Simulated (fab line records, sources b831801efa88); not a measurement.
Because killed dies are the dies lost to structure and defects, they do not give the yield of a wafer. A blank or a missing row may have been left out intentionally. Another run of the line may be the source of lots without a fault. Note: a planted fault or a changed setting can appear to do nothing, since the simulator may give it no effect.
A struck lot beside a sound one ; flow sky130 ; 25 out of 708 route steps
Sound: wafers L289.1, L289.3, L289.6. Wafers L286.3, L286.4, L286.6 were the ones struck. At the end, the cause is stated.
At each step with rows: each side's tool, then ch and its chambers, then its first start. Under that, the readings that differ: sound wafers ; struck wafers ; difference of the means ; sigmas: that difference in standard deviations of wafers without a fault.
alike: same words and numbers on both sides, and readings whose means sit less than 2 such deviations apart. not compared: any withheld reading, any reading some wafer has no value for, any bound like >300 that may hide the same value, and any number with overlapping values for which the record gives no deviation.
Wherever a step has rows on one side only, a row that says differs or no value, or a row with sigmas, the two part there. Non-overlapping numbers with no deviation appear without sigmas and do not part them. A reading that every wafer of one side lacks parts them only if that side has two wafers or more.

first, 8 steps without rows for these wafers: SKY_POLY_CUT_DEHYDRATE_00 (time 60 s); SKY_POLY_CUT_HMDS_01 (prime time 60 s); SKY_POLY_CUT_COAT_02 (resist thk 60 nm); SKY_POLY_CUT_COAT_03 (resist thk 450 nm); SKY_POLY_CUT_SOFTBAKE_04 (time 90 s); SKY_POLY_CUT_EXPOSE_05 (exposes mask NPCM, target cd 270 nm); SKY_POLY_CUT_PEB_06; SKY_POLY_CUT_DEVELOP_07 (develop time 60 s).
SKY_POLY_CUT_CD_MEAS_08 targets a cd of 270 nm.
  sound on cd_sem-01, day 30 18:12; struck on cd_sem-01, day 29 16:44
  alike: cd_nm
SKY_POLY_CUT_OVL_MEAS_09:
  sound on overlay-02, day 30 18:19; struck on overlay-01, day 29 16:50
  alike: POLY_CUT_OVL
SKY_POLY_CUT_ETCH_10: etches BARC in N2/H2, stops on SiO2, time 45.9 s, target depth 60 nm.
  sound on rie_diel-04 ch 0,1,3, day 30 18:21; struck on rie_diel-01 ch 1,2, day 29 16:51
  alike: bias_w, drypump_motor_current_A, oes_product_au, rf_fwd_power_W, throttle_valve_pct
  not compared: rf_hours_counter_h
SKY_POLY_CUT_ETCH_11: etches Si3N4 in CF4/CH2F2/Ar, stops on poly-Si, time 42.5 s, target depth 60 nm.
  sound on rie_diel-04 ch 0,1,3, day 30 18:24; struck on rie_diel-01 ch 1,2, day 29 16:54
  alike: bias_w, cf4_flow_sccm, drypump_motor_current_A, mfc_ar_sccm, oes_product_au, rf_fwd_power_W, throttle_valve_pct
  not compared: rf_hours_counter_h
SKY_POLY_CUT_STRIP_12: strips in O2/N2.
  sound on plasma_asher-04 ch 0,1, day 30 18:26; struck on plasma_asher-02 ch 0,1, day 29 16:58
  no value came back on the struck wafers for chamber_pressure_mTorr (mTorr), drypump_motor_current_A (A), oes_product_au (a.u.), strip_time_to_endpoint_s (s); on the sound wafers chamber_pressure_mTorr (mTorr) reads 1498.6 1498.9 1500.7
reading;sound;struck;difference;sigmas
model.KrF-thick_of_POLY_CUT_COAT_03.thk_nm (nm);0 0 0;406.4 408 407.6;+407.3;
  not compared: rf_hours_counter_h
then, 7 steps without rows for these wafers: SKY_SD_P_DEHYDRATE_00 (time 60 s); SKY_SD_P_HMDS_01 (prime time 60 s); SKY_SD_P_COAT_02 (resist thk 1140 nm); SKY_SD_P_SOFTBAKE_03 (time 60 s); SKY_SD_P_EXPOSE_04 (exposes mask PSDM, target cd 380 nm); SKY_SD_P_PEB_05; SKY_SD_P_DEVELOP_06 (develop time 60 s).
SKY_SD_P_CD_MEAS_07 targets a cd of 380 nm.
  sound on cd_sem-02, day 31 21:43; struck on cd_sem-01, day 30 21:34
  alike: cd_nm
SKY_SD_P_OVL_MEAS_08:
  sound on overlay-02, day 31 21:50; struck on overlay-02, day 30 21:39
  alike: SD_P_OVL
then, 1 step without rows for these wafers: SKY_SD_P_IMPLANT_09.
SKY_SD_P_STRIP_10: strips in O2/N2.
  sound on plasma_asher-02 ch 0,1, day 31 22:01; struck on plasma_asher-04 ch 0,1, day 30 21:51
reading;sound;struck;difference;sigmas
oes_product_au (a.u.);0.616 0.628 0.612;0.580 0.572 0.566;-0.046;-10
strip_time_to_endpoint_s (s);17.49 17.46 17.46;22.90 22.91 22.88;+5.43;+99 or more
  alike: chamber_pressure_mTorr, drypump_motor_current_A
  not compared: rf_hours_counter_h
SKY_SD_P_TW_MEAS_11:
  sound on film_metro-03, day 31 22:07; struck on film_metro-03, day 30 22:10
reading;sound;struck;difference;sigmas
SD_P_TW;2759 2774 2763;29 29 30;-2736;-67
  not compared: hold

## WHERE THEY PART
Last at SKY_SD_P_TW_MEAS_11 as far as this record goes, first at SKY_POLY_CUT_STRIP_12.

WHY: the cause the simulator had injected
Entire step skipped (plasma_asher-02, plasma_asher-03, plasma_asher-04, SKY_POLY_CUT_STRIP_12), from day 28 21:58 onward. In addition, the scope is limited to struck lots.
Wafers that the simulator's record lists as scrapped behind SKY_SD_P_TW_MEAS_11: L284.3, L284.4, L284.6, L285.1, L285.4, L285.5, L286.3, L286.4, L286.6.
